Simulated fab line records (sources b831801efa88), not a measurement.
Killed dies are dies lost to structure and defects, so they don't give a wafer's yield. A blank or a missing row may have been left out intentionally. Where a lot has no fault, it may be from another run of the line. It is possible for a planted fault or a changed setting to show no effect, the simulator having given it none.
fab line records | flow sky130 | part 1 of 2: steps 1 to 24 of 38
record: lots: 5 | wafers: 15 | last-day: 49
route steps=708 shown FIELD_ISO@10 NWELL@32 DNWELL@35 PWDE@45
lots that met no fault: taken from a fault-free run of the same line
start-h: hours from the record's opening day to when the first of the lot's shown wafers began | wait-h: hours elapsed since this lot's preceding step | " same as the row above | L1.1+2: a single row standing in for several wafers | - value missing, or start not given | * or withheld: withheld | < > ~ a bound
route shown NAME@n: a module of which the file shows steps, and the number in the route of the first | usual: mean and standard deviation over wafers with no fault | same: alike in all rows | chamber/n: place in a boat | sites: each site's reading | _std_site: their standard deviation | _edge_site: inner sites' mean taken away from outer sites' mean | radius-mm: for every site, how far away it sits from the centre of the wafer | mask NAME#n: copy n | behind: the last tool/chamber to shape the wafer | hold: reason for holding the lot/hours on hold/outcome of the hold | device: transistor that didn't switch, given as n, p or np | end of line: the route-end tests of the same wafers | a step with no rows: only its recipe | killed: dies lost to structure and defects at the first sort, not the wafer's yield | map: the dies of a wafer, with x for killed, . for not killed, _ for no die there
set.NAME: the run value of the setting; set.NAME@STEP: its run value at that earlier step | model.NAME: the simulator's own value behind a step, which no gauge read
lots at selected steps of the route; one table per step, one row per wafer
services: when a tool's chamber went out of use (start-h, in hours from the record's first day, below 0 if earlier), for how many hours, and the reason
== steps ==
step: SKY_FIELD_ISO_SOFTBAKE_09
recipe: temp-c: 100 | time-s: 90 | resist: KrF-thick
lot.wafer  | tool           | chamber | start-h | wait-h
L074.1+4+5 | litho-track-02 | 0       | -       | -
L075.3+4+5 | litho-track-02 | 0       | -       | -
L078.1+2+3 | litho-track-04 | 0       | -       | -
L087.1+5+6 | litho-track-02 | 0       | -       | -
L091.1+3+6 | litho-track-01 | 0       | -       | -
step: SKY_FIELD_ISO_EXPOSE_10
recipe: mask-id: FOM | na: 0.68 | source-shape: annular | sigma-inner: 0.4 | sigma-outer: 0.8 | target-cd-nm: 150 | dose-mj: 28
usual: focus-offset-nm: 0.0/0.53
lot.wafer | tool           | chamber | start-h | wait-h | mask  | focus-offset-nm
L074.1    | krf-scanner-01 | 0       | -       | -      | FOM#0 | -0.4
L074.4    | "              | 0       | "       | "      | FOM#0 | 0.5
L074.5    | "              | 0       | "       | "      | FOM#0 | 0.4
L075.3    | krf-scanner-01 | 0       | -       | -      | FOM#0 | -0.2
L075.4    | "              | 0       | "       | "      | FOM#0 | -0.8
L075.5    | "              | 0       | "       | "      | FOM#0 | -0.3
L078.1    | krf-scanner-01 | 0       | -       | -      | FOM#0 | 0.2
L078.2    | "              | 0       | "       | "      | FOM#0 | 0.1
L078.3    | "              | 0       | "       | "      | FOM#0 | -0.1
L087.1    | krf-scanner-01 | 0       | -       | -      | FOM#0 | -0.6
L087.5    | "              | 0       | "       | "      | FOM#0 | -0.2
L087.6    | "              | 0       | "       | "      | FOM#0 | -0.8
L091.1    | krf-scanner-01 | 0       | -       | -      | FOM#0 | -0.6
L091.3    | "              | 0       | "       | "      | FOM#0 | -1.3
L091.6    | "              | 0       | "       | "      | FOM#0 | -0.4
step: SKY_FIELD_ISO_PEB_11
recipe: peb-temp-c: withheld | peb-time-s: withheld | resist: KrF-thick
lot.wafer  | tool           | chamber | start-h | wait-h
L074.1+4+5 | litho-track-04 | 0       | -       | -
L075.3+4+5 | litho-track-04 | 0       | -       | -
L078.1+2+3 | litho-track-04 | 0       | -       | -
L087.1+5+6 | litho-track-02 | 0       | -       | -
L091.1+3+6 | litho-track-02 | 0       | -       | -
step: SKY_FIELD_ISO_DEVELOP_12
recipe: develop-time-s: 60 | resist: KrF-thick | dev-temp-c: 21
lot.wafer  | tool           | chamber | start-h | wait-h
L074.1+4+5 | litho-track-04 | 0       | -       | -
L075.3+4+5 | litho-track-04 | 0       | -       | -
L078.1+2+3 | litho-track-04 | 0       | -       | -
L087.1+5+6 | litho-track-02 | 0       | -       | -
L091.1+3+6 | litho-track-02 | 0       | -       | -
step: SKY_FIELD_ISO_CD_MEAS_13
recipe: target-cd-nm: 150
usual: cd-nm: 150.4/1.6
lot.wafer | tool      | chamber | start-h | wait-h | cd-nm
L074.1    | cd-sem-02 | -       | 29.52   | -      | 148.9
L074.4    | "         | -       | "       | "      | 149.6
L074.5    | "         | -       | "       | "      | 150.5
L075.3    | cd-sem-02 | -       | 34.11   | -      | 148.8
L075.4    | "         | -       | "       | "      | 150.6
L075.5    | "         | -       | "       | "      | 149.8
L078.1    | cd-sem-02 | -       | 52.07   | -      | 149.1
L078.2    | "         | -       | "       | "      | 148.5
L078.3    | "         | -       | "       | "      | 148.5
L087.1    | cd-sem-01 | -       | 95.53   | -      | 149.8
L087.5    | "         | -       | "       | "      | 149.3
L087.6    | "         | -       | "       | "      | 149.4
L091.1    | cd-sem-01 | -       | 116.98  | -      | 150.2
L091.3    | "         | -       | "       | "      | 152.1
L091.6    | "         | -       | "       | "      | 151.2
step: SKY_FIELD_ISO_ETCH_14
recipe: chemistry: N2/H2 | target: BARC | ion-energy-ev: 200 | source-w: 500 | bias-w: 100 | pressure-mtorr: 30 | n2-flow-sccm: 100 | h2-flow-sccm: 200 | stop-on: SiO2 | time-s: 45.9 | target-depth-a: 600
usual: bias-w: 99.95/0.3 | drypump-motor-current-A: 5.9/0.42 | oes-product-au: 0.854/0.0044 | throttle-valve-pct: 13.225/0.0097
lot.wafer | tool        | chamber | start-h | wait-h | bias-w | drypump-motor-current-A | oes-product-au | rf-hours-counter-h | throttle-valve-pct
L074.1    | rie-diel-01 | 0       | 29.64   | 0.1    | 100.03 | 6.4                     | 0.857          | 149                | 13.222
L074.4    | "           | 1       | "       | "      | 99.93  | 5.7                     | 0.853          | 112                | 13.240
L074.5    | "           | 3       | "       | "      | 99.82  | 5.4                     | 0.851          | -                  | 13.228
L075.3    | rie-diel-04 | 1       | 34.19   | 0.1    | 99.83  | 6.2                     | 0.857          | 128                | 13.226
L075.4    | "           | 3       | "       | "      | 99.49  | 6.3                     | 0.854          | 114                | 13.233
L075.5    | "           | 3       | "       | "      | 99.88  | 6.3                     | 0.850          | -                  | 13.218
L078.1    | rie-diel-02 | 2       | 52.19   | 0.1    | 100.18 | 5.9                     | 0.855          | 27                 | 13.238
L078.2    | "           | 3       | "       | "      | 100.86 | 6.5                     | 0.849          | 3                  | 13.216
L078.3    | "           | 1       | "       | "      | 99.89  | 5.0                     | 0.858          | 53                 | 13.212
L087.1    | rie-diel-04 | 1       | 95.65   | 0.1    | 99.75  | 6.2                     | 0.856          | 129                | 13.213
L087.5    | "           | 3       | "       | "      | 99.56  | 6.3                     | 0.862          | -                  | 13.238
L087.6    | "           | 1       | "       | "      | 99.83  | 6.2                     | 0.854          | -                  | 13.222
L091.1    | rie-diel-01 | 3       | 117.10  | 0.1    | 99.59  | 5.4                     | 0.859          | 127                | 13.228
L091.3    | "           | 0       | "       | "      | 99.79  | 6.4                     | 0.853          | 151                | 13.221
L091.6    | "           | 0       | "       | "      | 99.66  | 6.4                     | 0.847          | -                  | 13.225
step: SKY_FIELD_ISO_ETCH_15
recipe: chemistry: CHF3/O2 | target-depth-nm: 180 | stop-on: Si | source-w: 600 | bias-w: 200 | pressure-mtorr: 40 | chf3-flow-sccm: 50 | O2_flow_sccm: 5 | time-s: 72
usual: bias-w: 200.1/0.6 | drypump-motor-current-A: 5.9/0.42 | oes-product-au: 0.948/0.0072 | throttle-valve-pct: 8.845/0.01
lot.wafer | tool        | chamber | start-h | wait-h | bias-w | drypump-motor-current-A | oes-product-au | rf-hours-counter-h | throttle-valve-pct
L074.1    | rie-diel-01 | 0       | 29.68   | 0.0    | 199.8  | 6.4                     | 0.939          | 149                | 8.855
L074.4    | "           | 1       | "       | "      | 200.2  | 5.7                     | 0.937          | 112                | 8.839
L074.5    | "           | 3       | "       | "      | 199.7  | 5.4                     | 0.938          | -                  | 8.835
L075.3    | rie-diel-04 | 1       | 34.23   | 0.0    | 200.1  | 6.2                     | 0.952          | 128                | 8.863
L075.4    | "           | 3       | "       | "      | 200.7  | 6.3                     | 0.947          | 114                | 8.859
L075.5    | "           | 3       | "       | "      | 198.9  | 6.3                     | 0.953          | -                  | 8.844
L078.1    | rie-diel-02 | 2       | 52.23   | 0.0    | 200.3  | 5.9                     | 0.944          | 27                 | 8.847
L078.2    | "           | 3       | "       | "      | 199.1  | 6.6                     | 0.942          | 3                  | 8.839
L078.3    | "           | 1       | "       | "      | 199.1  | 5.0                     | 0.942          | 53                 | 8.847
L087.1    | rie-diel-04 | 1       | 95.69   | 0.0    | 200.3  | 6.2                     | 0.948          | 129                | 8.847
L087.5    | "           | 3       | "       | "      | 200.0  | 6.3                     | 0.957          | -                  | 8.853
L087.6    | "           | 1       | "       | "      | 200.2  | 6.2                     | 0.955          | -                  | 8.859
L091.1    | rie-diel-01 | 3       | 117.14  | 0.0    | 200.1  | 5.3                     | 0.956          | 127                | 8.857
L091.3    | "           | 0       | "       | "      | 200.3  | 6.4                     | 0.958          | 151                | 8.835
L091.6    | "           | 0       | "       | "      | 199.7  | 6.4                     | 0.950          | -                  | 8.854
step: SKY_FIELD_ISO_STRIP_16
recipe: chemistry: O2/N2 | power-w: 1400 | pressure-mtorr: 1500 | platen-temp-c: withheld | o2-flow-sccm: 3000 | n2-flow-sccm: 300 | overash-fraction: 0.5
usual: drypump-motor-current-A: 5.6/0.45 | oes-product-au: 0.378/0.0048 | strip-time-to-endpoint-s: 3.540/0.026
same: overash-fraction: 0.5
lot.wafer | tool            | chamber | start-h | wait-h | drypump-motor-current-A | oes-product-au | rf-hours-counter-h | strip-time-to-endpoint-s
L074.1    | plasma-asher-01 | 1       | 29.74   | 0.0    | 6.1                     | 0.374          | 33                 | 3.536
L074.4    | "               | 0       | "       | "      | 5.5                     | 0.376          | -                  | 3.584
L074.5    | "               | 0       | "       | "      | 5.5                     | 0.383          | -                  | 3.581
L075.3    | plasma-asher-02 | 1       | 34.32   | 0.1    | 5.0                     | 0.381          | -                  | 3.545
L075.4    | "               | 0       | "       | "      | 6.0                     | 0.380          | -                  | 3.532
L075.5    | "               | 1       | "       | "      | 4.9                     | 0.370          | -                  | 3.542
L078.1    | plasma-asher-03 | 0       | 52.29   | 0.0    | 5.4                     | 0.372          | 24                 | 3.528
L078.2    | "               | 1       | "       | "      | 5.9                     | 0.384          | 24                 | 3.570
L078.3    | "               | 1       | "       | "      | 6.0                     | 0.370          | -                  | 3.544
L087.1    | plasma-asher-03 | 1       | 95.75   | 0.0    | 5.9                     | 0.382          | 28                 | 3.547
L087.5    | "               | 1       | "       | "      | 5.9                     | 0.384          | -                  | 3.549
L087.6    | "               | 0       | "       | "      | 5.5                     | 0.375          | -                  | 3.552
L091.1    | plasma-asher-01 | 0       | 117.20  | 0.0    | 5.5                     | 0.379          | 42                 | 3.586
L091.3    | "               | 1       | "       | "      | 6.1                     | 0.384          | -                  | 3.538
L091.6    | "               | 1       | "       | "      | 6.1                     | 0.377          | -                  | 3.553
step: SKY_FIELD_ISO_ETCH_17
recipe: target-depth-a: 3420 | mask-material: Si3N4 | chemistry: HBr/Cl2/O2 | target: Si | taper-deg: 5 | icp-w: 600 | bias-w: 150 | pressure-mtorr: 15 | HBr_flow_sccm: 150 | Cl2_flow_sccm: 40 | O2_flow_sccm: 6 | time-s: 97.7
usual: HBr_flow_sccm: 150.0/0.41 | bias-w: 150.0/0.44 | drypump-motor-current-A: 5.8/0.36 | oes-product-au: 0.999/0.0076 | throttle-valve-pct: 25.656/0.0094
lot.wafer | tool      | chamber | start-h | wait-h | HBr_flow_sccm | bias-w | drypump-motor-current-A | oes-product-au | rf-hours-counter-h | throttle-valve-pct
L074.1    | rie-si-01 | 1       | 29.84   | 0.1    | 150.4         | 149.6  | 5.9                     | 0.991          | 100                | 25.650
L074.4    | "         | 0       | "       | "      | 150.3         | 150.0  | 6.1                     | 0.998          | 91                 | 25.639
L074.5    | "         | 0       | "       | "      | 150.7         | 149.8  | 6.1                     | 1.000          | -                  | 25.653
L075.3    | rie-si-01 | 2       | 34.39   | 0.0    | 149.7         | 149.3  | 5.6                     | 0.996          | 60                 | 25.669
L075.4    | "         | 0       | "       | "      | 149.8         | 149.7  | 6.1                     | 1.007          | 91                 | 25.663
L075.5    | "         | 2       | "       | "      | 149.6         | 149.7  | 5.6                     | 0.999          | -                  | 25.647
L078.1    | rie-si-02 | 0       | 52.39   | 0.1    | 149.4         | 149.6  | 6.0                     | 0.990          | 3                  | 25.658
L078.2    | "         | 2       | "       | "      | 150.1         | 149.4  | 5.5                     | 1.006          | 90                 | 25.649
L078.3    | "         | 1       | "       | "      | 149.9         | 150.4  | 6.4                     | 1.001          | 135                | 25.667
L087.1    | rie-si-01 | 2       | 95.85   | 0.1    | 150.1         | 149.4  | 5.6                     | 1.000          | 60                 | 25.662
L087.5    | "         | 1       | "       | "      | 150.1         | 150.0  | 5.9                     | 1.005          | -                  | 25.663
L087.6    | "         | 2       | "       | "      | 149.9         | 149.0  | 5.6                     | 1.005          | -                  | 25.651
L091.1    | rie-si-01 | 3       | 117.30  | 0.1    | 150.1         | 149.5  | 6.1                     | 0.997          | 116                | 25.668
L091.3    | "         | 0       | "       | "      | 149.9         | 150.8  | 6.1                     | 1.002          | 91                 | 25.664
L091.6    | "         | 0       | "       | "      | 149.6         | 150.7  | 6.1                     | 0.992          | -                  | 25.661
step: SKY_FIELD_ISO_WET_ETCH_18
recipe: chemistry: H3PO4 | target-depth-nm: 25 | temp-c: 160 | target: Si3N4 | time-s: 286
usual: bath-guard-temp-C: 160.1/0.57
lot.wafer | tool         | chamber | start-h | wait-h | bath-guard-temp-C
L074.1    | wet-bench-04 | 2       | 29.91   | 0.0    | 159.7
L074.4    | "            | 2       | "       | "      | 160.1
L074.5    | "            | 2       | "       | "      | 159.8
L075.3    | wet-bench-04 | 1       | 34.46   | 0.0    | 159.7
L075.4    | "            | 1       | "       | "      | 160.0
L075.5    | "            | 1       | "       | "      | 160.1
L078.1    | wet-bench-01 | 2       | 52.46   | 0.0    | 160.5
L078.2    | "            | 2       | "       | "      | 160.6
L078.3    | "            | 2       | "       | "      | 160.6
L087.1    | wet-bench-04 | 1       | 95.92   | 0.0    | 160.2
L087.5    | "            | 1       | "       | "      | 160.5
L087.6    | "            | 1       | "       | "      | 160.3
L091.1    | wet-bench-03 | 3       | 117.37  | 0.0    | 159.7
L091.3    | "            | 3       | "       | "      | 159.1
L091.6    | "            | 3       | "       | "      | 159.3
step: SKY_FIELD_ISO_CLEAN_19
recipe: chemistry: SC1/SC2 | mix: 1:4:20 | temp-c: 70 | time-s: 150
usual: bath-guard-temp-C: 69.8/0.45
lot.wafer | tool         | chamber | start-h | wait-h | bath-guard-temp-C
L074.1    | wet-bench-03 | 0       | 30.00   | 0.0    | 69.1
L074.4    | "            | 0       | "       | "      | 69.2
L074.5    | "            | 0       | "       | "      | 69.1
L075.3    | wet-bench-03 | 0       | 34.56   | 0.0    | 69.2
L075.4    | "            | 0       | "       | "      | 69.4
L075.5    | "            | 0       | "       | "      | 69.4
L078.1    | wet-bench-03 | 3       | 52.55   | 0.0    | 69.4
L078.2    | "            | 3       | "       | "      | 69.5
L078.3    | "            | 3       | "       | "      | 69.2
L087.1    | wet-bench-01 | 1       | 96.01   | 0.0    | 70.0
L087.5    | "            | 1       | "       | "      | 70.2
L087.6    | "            | 1       | "       | "      | 70.1
L091.1    | wet-bench-01 | 2       | 117.46  | 0.0    | 70.8
L091.3    | "            | 2       | "       | "      | 71.0
L091.6    | "            | 2       | "       | "      | 70.7
step: SKY_FIELD_ISO_CLEAN_20
recipe: chemistry: dHF | time-s: 20 | dilution: 100:1
lot.wafer  | tool         | chamber | start-h | wait-h
L074.1+4+5 | wet-bench-01 | 1       | 30.05   | 0.0
L075.3+4+5 | wet-bench-04 | 2       | 34.61   | 0.0
L078.1+2+3 | wet-bench-01 | 3       | 52.60   | 0.0
L087.1+5+6 | wet-bench-04 | 1       | 96.06   | 0.0
L091.1+3+6 | wet-bench-04 | 2       | 117.51  | 0.0
step: SKY_FIELD_ISO_WET_ETCH_21
recipe: chemistry: dHF | dilution: 100:1 | target-depth-nm: 20 | dry: ipa-marangoni | target: SiO2 | temp-c: 25 | time-s: 400
lot.wafer  | tool         | chamber | start-h | wait-h
L074.1+4+5 | wet-bench-04 | 0       | 30.08   | 0.0
L075.3+4+5 | wet-bench-03 | 0       | 34.62   | 0.0
L078.1+2+3 | wet-bench-04 | 0       | 52.61   | 0.0
L087.1+5+6 | wet-bench-03 | 0       | 96.07   | 0.0
L091.1+3+6 | wet-bench-03 | 0       | 117.53  | 0.0
step: SKY_FIELD_ISO_OXIDATION_22
recipe: temp-c: 950 | ambient: O2 | stabilise-s: 600 | purge-s: 300 | target-thk-a: 100 | ox-time-s: 623
usual: spike-tc-lower-C: 951.3/0.93 | zone-power-upper-pct: 21.8/2.9
lot.wafer | tool       | chamber | start-h | wait-h | spike-tc-lower-C | zone-power-upper-pct
L074.1    | furnace-01 | 0       | 35.24   | 5.0    | 951.9            | 24.5
L074.4    | "          | 0       | "       | "      | 952.9            | 24.0
L074.5    | "          | 0       | "       | "      | 952.6            | 23.9
L075.3    | furnace-01 | 0       | 35.24   | 0.5    | 952.3            | 23.8
L075.4    | "          | 0       | "       | "      | 951.1            | 24.5
L075.5    | "          | 0       | "       | "      | 952.1            | 24.3
L078.1    | furnace-02 | 0       | 54.62   | 1.9    | 950.1            | 18.6
L078.2    | "          | 0       | "       | "      | 949.6            | 18.3
L078.3    | "          | 0       | "       | "      | 951.4            | 18.5
L087.1    | furnace-01 | 0       | 97.02   | 0.8    | 951.8            | 24.6
L087.5    | "          | 0       | "       | "      | 952.9            | 24.5
L087.6    | "          | 0       | "       | "      | 951.6            | 24.2
L091.1    | furnace-01 | 0       | 118.19  | 0.5    | 950.3            | 24.6
L091.3    | "          | 0       | "       | "      | 952.4            | 24.4
L091.6    | "          | 0       | "       | "      | 952.5            | 24.2
step: SKY_FIELD_ISO_THK_MEAS_23
recipe: reads: SiO2_of_FIELD_ISO_OXIDATION_22
usual: FIELD_ISO_OXIDATION_01_THK: 10.06/0.2
lot.wafer | tool          | chamber | start-h | wait-h | FIELD_ISO_OXIDATION_01_THK[nm]
L074.1    | film-metro-03 | -       | 36.41   | 0.0    | 10.07
L074.4    | "             | -       | "       | "      | 9.98
L074.5    | "             | -       | "       | "      | 10.01
L075.3    | film-metro-02 | -       | 36.43   | 0.0    | 9.78
L075.4    | "             | -       | "       | "      | 9.78
L075.5    | "             | -       | "       | "      | 9.80
L078.1    | film-metro-04 | -       | 55.79   | 0.0    | 10.14
L078.2    | "             | -       | "       | "      | 10.21
L078.3    | "             | -       | "       | "      | 10.16
L087.1    | film-metro-02 | -       | 98.19   | 0.0    | 10.14
L087.5    | "             | -       | "       | "      | 10.18
L087.6    | "             | -       | "       | "      | 10.21
L091.1    | film-metro-03 | -       | 119.36  | 0.0    | 10.26
L091.3    | "             | -       | "       | "      | 10.05
L091.6    | "             | -       | "       | "      | 10.14
step: SKY_FIELD_ISO_CVD_24
recipe: material: SiO2 | target-thk-nm: 595 | temp-c: 650 | sigma-open-frac: 0.3 | time-s: 99.2 | sih4-flow-sccm: 60 | pressure-mtorr: 6
usual: pressure-mtorr: 6.001/0.012
lot.wafer | tool      | chamber | start-h | wait-h | pressure-mtorr
L074.1    | hdpcvd-01 | 2       | 36.47   | 0.1    | 5.986
L074.4    | "         | 0       | "       | "      | 5.989
L074.5    | "         | 2       | "       | "      | 6.011
L075.3    | hdpcvd-02 | 1       | 36.47   | 0.0    | 6.020
L075.4    | "         | 0       | "       | "      | 6.022
L075.5    | "         | 1       | "       | "      | 5.993
L078.1    | hdpcvd-02 | 1       | 55.85   | 0.1    | 5.976
L078.2    | "         | 2       | "       | "      | 5.995
L078.3    | "         | 0       | "       | "      | 5.995
L087.1    | hdpcvd-02 | 1       | 98.25   | 0.1    | 5.991
L087.5    | "         | 2       | "       | "      | 6.000
L087.6    | "         | 0       | "       | "      | 6.017
L091.1    | hdpcvd-01 | 0       | 119.42  | 0.1    | 6.001
L091.3    | "         | 1       | "       | "      | 6.019
L091.6    | "         | 1       | "       | "      | 5.992
step: SKY_FIELD_ISO_THK_MEAS_25
recipe: reads: SiO2_of_FIELD_ISO_CVD_24
usual: FIELD_ISO_CVD_24_THK: 596/5.3
lot.wafer | tool          | chamber | start-h | wait-h | FIELD_ISO_CVD_24_THK[nm]
L074.1    | film-metro-04 | -       | 36.54   | 0.0    | 597
L074.4    | "             | -       | "       | "      | 601
L074.5    | "             | -       | "       | "      | 594
L075.3    | film-metro-03 | -       | 36.56   | 0.1    | 602
L075.4    | "             | -       | "       | "      | 602
L075.5    | "             | -       | "       | "      | 596
L078.1    | film-metro-03 | -       | 55.92   | 0.0    | 603
L078.2    | "             | -       | "       | "      | 601
L078.3    | "             | -       | "       | "      | 598
L087.1    | film-metro-03 | -       | 98.32   | 0.0    | 593
L087.5    | "             | -       | "       | "      | 598
L087.6    | "             | -       | "       | "      | 586
L091.1    | film-metro-03 | -       | 119.50  | 0.0    | 601
L091.3    | "             | -       | "       | "      | 599
L091.6    | "             | -       | "       | "      | 596
step: SKY_FIELD_ISO_ANNEAL_26
recipe: temp-c: 1000 | time-s: 1800 | ambient: N2
usual: spike-tc-lower-C: 1001.4/1 | zone-power-upper-pct: 25/3.1
lot.wafer | tool       | chamber | start-h | wait-h | spike-tc-lower-C | zone-power-upper-pct
L074.1    | furnace-01 | 0       | 39.42   | 2.9    | 1001.4           | 28
L074.4    | "          | 0       | "       | "      | 1003.3           | 27
L074.5    | "          | 0       | "       | "      | 1002.0           | 27
L075.3    | furnace-01 | 0       | 39.42   | 2.9    | 1001.9           | 27
L075.4    | "          | 0       | "       | "      | 1002.9           | 27
L075.5    | "          | 0       | "       | "      | 1000.6           | 27
L078.1    | furnace-01 | 0       | 56.62   | 0.7    | 1002.6           | 27
L078.2    | "          | 0       | "       | "      | 1001.3           | 27
L078.3    | "          | 0       | "       | "      | 1001.4           | 27
L087.1    | furnace-01 | 0       | 99.44   | 1.1    | 1001.4           | 27
L087.5    | "          | 0       | "       | "      | 1002.7           | 27
L087.6    | "          | 0       | "       | "      | 1001.3           | 27
L091.1    | furnace-02 | 0       | 119.56  | 0.1    | 1000.4           | 21
L091.3    | "          | 0       | "       | "      | 1001.0           | 21
L091.6    | "          | 0       | "       | "      | 1002.2           | 21
step: SKY_FIELD_ISO_CMP_27
recipe: stop-on: Si3N4 | t-overpolish-s: 16 | down-force-psi: 4 | platen-rpm: 60 | target-thk-nm: 457.8 | pad-velocity-m-s: 0.94248
usual: motor-current-A: 11.5/1.3 | overpolish-run-s: 16.000/0.0088 | time-to-endpoint-s: 115.1/2.9
lot.wafer | tool   | chamber | start-h | wait-h | motor-current-A | overpolish-run-s | time-to-endpoint-s
L075.4    | cmp-01 | 1       | 40.98   | 0.1    | 10.8            | 15.994           | 112.2
L075.3    | "      | 2       | "       | "      | 12.0            | 15.983           | 110.8
L075.5    | "      | 0       | "       | "      | 9.9             | 16.014           | 110.6
L074.1    | cmp-02 | 2       | 41.02   | 0.1    | 12.1            | 15.998           | 118.2
L074.4    | "      | 3       | "       | "      | 12.4            | 16.004           | 118.2
L074.5    | "      | 1       | "       | "      | 9.4             | 15.999           | 118.0
L078.2    | cmp-02 | 1       | 58.12   | 0.0    | 9.6             | 15.997           | 112.1
L078.1    | "      | 2       | "       | "      | 12.0            | 16.003           | 116.0
L078.3    | "      | 0       | "       | "      | 12.0            | 16.005           | 116.0
L087.1    | cmp-01 | 2       | 100.99  | 0.1    | 12.1            | 15.999           | 111.0
L087.6    | "      | 1       | "       | "      | 11.9            | 15.994           | 108.2
L087.5    | "      | 2       | "       | "      | 12.1            | 15.997           | 114.9
L091.3    | cmp-02 | 1       | 121.06  | 0.0    | 9.2             | 16.004           | 110.6
L091.1    | "      | 3       | "       | "      | 12.3            | 15.996           | 116.4
L091.6    | "      | 1       | "       | "      | 9.4             | 15.992           | 110.9
step: SKY_FIELD_ISO_WET_ETCH_28
recipe: chemistry: dHF | target-depth-nm: 23.7 | target: SiO2 | dilution: 10:1 | temp-c: 25 | time-s: 47
lot.wafer  | tool         | chamber | start-h | wait-h
L074.1+4+5 | wet-bench-03 | 2       | 41.22   | 0.1
L075.3+4+5 | wet-bench-03 | 2       | 41.25   | 0.2
L078.1+2+3 | wet-bench-04 | 1       | 58.42   | 0.2
L087.1+5+6 | wet-bench-03 | 3       | 101.24  | 0.2
L091.1+3+6 | wet-bench-03 | 0       | 121.36  | 0.1
step: SKY_FIELD_ISO_WET_ETCH_29
recipe: chemistry: H3PO4 | target-depth-nm: 160 | target: Si3N4 | temp-c: 160 | time-s: 1825
usual: bath-guard-temp-C: 160.1/0.5
lot.wafer | tool         | chamber | start-h | wait-h | bath-guard-temp-C
L074.1    | wet-bench-04 | 2       | 41.25   | 0.0    | 159.8
L074.4    | "            | 2       | "       | "      | 159.6
L074.5    | "            | 2       | "       | "      | 160.0
L075.3    | wet-bench-03 | 1       | 41.27   | 0.0    | 160.5
L075.4    | "            | 1       | "       | "      | 160.4
L075.5    | "            | 1       | "       | "      | 160.5
L078.1    | wet-bench-03 | 0       | 58.44   | 0.0    | 159.3
L078.2    | "            | 0       | "       | "      | 159.2
L078.3    | "            | 0       | "       | "      | 159.4
L087.1    | wet-bench-01 | 3       | 101.26  | 0.0    | 160.7
L087.5    | "            | 3       | "       | "      | 160.6
L087.6    | "            | 3       | "       | "      | 160.4
L091.1    | wet-bench-04 | 0       | 121.38  | 0.0    | 159.7
L091.3    | "            | 0       | "       | "      | 159.2
L091.6    | "            | 0       | "       | "      | 159.4
step: SKY_FIELD_ISO_WET_ETCH_30
recipe: chemistry: dHF | target-depth-nm: 25 | target: SiO2 | dilution: 10:1 | temp-c: 25 | time-s: 50
lot.wafer  | tool         | chamber | start-h | wait-h
L074.1+4+5 | wet-bench-01 | 1       | 41.76   | 0.0
L075.3+4+5 | wet-bench-04 | 0       | 41.78   | 0.0
L078.1+2+3 | wet-bench-04 | 1       | 59.00   | 0.0
L087.1+5+6 | wet-bench-03 | 0       | 101.78  | 0.0
L091.1+3+6 | wet-bench-03 | 1       | 121.94  | 0.0
step: SKY_NWELL_CLEAN_00
recipe: chemistry: SC1/SC2 | mix: 1:4:20 | temp-c: 70 | time-s: 150 | dry: n2-spin
usual: bath-guard-temp-C: 70.2/0.58
lot.wafer | tool         | chamber | start-h | wait-h | bath-guard-temp-C
L074.1    | wet-bench-03 | 1       | 41.81   | 0.0    | 70.6
L074.4    | "            | 1       | "       | "      | 70.5
L074.5    | "            | 1       | "       | "      | 70.3
L075.3    | wet-bench-01 | 0       | 41.81   | 0.0    | 70.2
L075.4    | "            | 0       | "       | "      | 70.0
L075.5    | "            | 0       | "       | "      | 70.0
L078.1    | wet-bench-03 | 1       | 59.02   | 0.0    | 70.3
L078.2    | "            | 1       | "       | "      | 70.4
L078.3    | "            | 1       | "       | "      | 70.2
L087.1    | wet-bench-01 | 1       | 101.80  | 0.0    | 70.1
L087.5    | "            | 1       | "       | "      | 69.9
L087.6    | "            | 1       | "       | "      | 69.8
L091.1    | wet-bench-01 | 2       | 121.96  | 0.0    | 70.5
L091.3    | "            | 2       | "       | "      | 70.9
L091.6    | "            | 2       | "       | "      | 70.7
step: SKY_NWELL_OXIDATION_01
recipe: temp-c: 900 | ambient: O2 | stabilise-s: 600 | purge-s: 300 | target-thk-a: 100 | ox-time-s: 1418
usual: spike-tc-lower-C: 901.3/1 | zone-power-upper-pct: 18.4/2.5
lot.wafer | tool       | chamber | start-h | wait-h | spike-tc-lower-C | zone-power-upper-pct
L074.1    | furnace-02 | 0       | 43.35   | 1.5    | 899.3            | 16.1
L074.4    | "          | 0       | "       | "      | 900.8            | 16.4
L074.5    | "          | 0       | "       | "      | 900.5            | 16.2
L075.3    | furnace-02 | 0       | 43.35   | 1.4    | 900.6            | 16.1
L075.4    | "          | 0       | "       | "      | 900.3            | 16.2
L075.5    | "          | 0       | "       | "      | 901.3            | 16.4
L078.1    | furnace-02 | 0       | 60.10   | 1.0    | 901.3            | 16.2
L078.2    | "          | 0       | "       | "      | 900.1            | 16.5
L078.3    | "          | 0       | "       | "      | 901.7            | 16.1
L087.1    | furnace-01 | 0       | 102.35  | 0.5    | 902.4            | 21.4
L087.5    | "          | 0       | "       | "      | 900.8            | 21.6
L087.6    | "          | 0       | "       | "      | 900.5            | 21.3
L091.1    | furnace-02 | 0       | 123.72  | 1.7    | 902.5            | 16.0
L091.3    | "          | 0       | "       | "      | 901.7            | 16.4
L091.6    | "          | 0       | "       | "      | 902.2            | 16.4
